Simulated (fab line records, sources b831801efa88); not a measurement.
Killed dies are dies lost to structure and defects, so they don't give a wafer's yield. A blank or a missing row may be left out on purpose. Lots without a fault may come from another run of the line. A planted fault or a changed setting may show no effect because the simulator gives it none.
One fault seen from 2 desks | flow sky130 | each desk has only its own numbers; what lay behind them comes last

THE METROLOGY DESK
What the gauges read, lot by lot, whatever tool the lot ran on: means of the sampled wafers that have a number. A lot is out of limits, marked OUT, if its mean lies more than 4 standard deviations from the usual mean; the brackets give that distance.
Columns: A = SD_N_RS at SKY_SD_N_RS_MEAS_16, usual 68.42 ohm/sq; B = SD_P_RS at SKY_SD_N_RS_MEAS_17, usual 146.7 ohm/sq
lot  | first seen here | A               | B
L647 | day 28 15:39    | 68.42           | 147.1
L649 | day 29 23:11    | 68.48           | 146.9
L651 | day 30 04:18    | 68.45           | 146.5
L652 | day 30 08:12    | 68.52           | 146.7
L653 | day 31 09:58    | 71.03 (+26) OUT | 161.8 (+47) OUT
L654 | day 31 15:30    | 71.18 (+28) OUT | 162.0 (+48) OUT
L662 | day 33 10:46    | 68.54           | 146.9
L665 | day 34 16:43    | 68.53           | 146.7
L666 | day 34 19:13    | 68.50           | 146.7
L667 | day 35 01:06    | 68.41           | 146.9
This desk's finding: out of limits on L653, L654; first on L653, day 31 09:58 (SD_N_RS at SKY_SD_N_RS_MEAS_16). In limits: L647, L649, L651, L652, L662, L665, L666, L667.

THE TOOL OWNER'S DESK: rtp_anneal-02
The tool's own readings at SKY_SD_N_RTA_14 (time 2 s): means of the sampled wafers that have a number, for each lot that ran on this tool. A lot is out of limits, marked OUT, if its mean lies more than 4 standard deviations from the usual mean; the brackets give that distance.
Columns: A = chamber_o2_ppm at SKY_SD_N_RTA_14, usual 1.996; B = lamp_power_pct at SKY_SD_N_RTA_14, usual 15.73 %; C = wafer_temp_C_max at SKY_SD_N_RTA_14, usual 1078.0
lot  | first seen here | A     | B     | C
L647 | day 28 15:29    | 2.008 | 15.70 | 1078.6
L651 | day 30 04:07    | 2.010 | 15.71 | 1077.9
L653 | day 31 09:48    | 1.996 | 15.73 | 1077.1
L654 | day 31 15:19    | 2.005 | 15.74 | 1077.5
L665 | day 34 16:33    | 2.007 | 15.67 | 1079.6
L667 | day 35 00:55    | 2.030 | 15.72 | 1077.4
This desk's finding: nothing out of limits on any of the 6 lots.

PUT TOGETHER
The metrology desk could have raised an alarm at day 31 09:58, on L653, L654.
The tool owner's desk saw nothing out of limits.
The tool owner's desk has L653, L654 on record, within its limits.
Of the lots named, all ran SKY_SD_N_RTA_14 on rtp_anneal-02.

WHAT THE SIMULATOR HAD PUT IN
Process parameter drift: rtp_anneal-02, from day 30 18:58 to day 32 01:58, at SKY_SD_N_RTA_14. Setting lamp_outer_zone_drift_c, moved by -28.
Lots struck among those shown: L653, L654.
Hours from the fault's start to each desk's first reading out of limits: the metrology desk, 15.
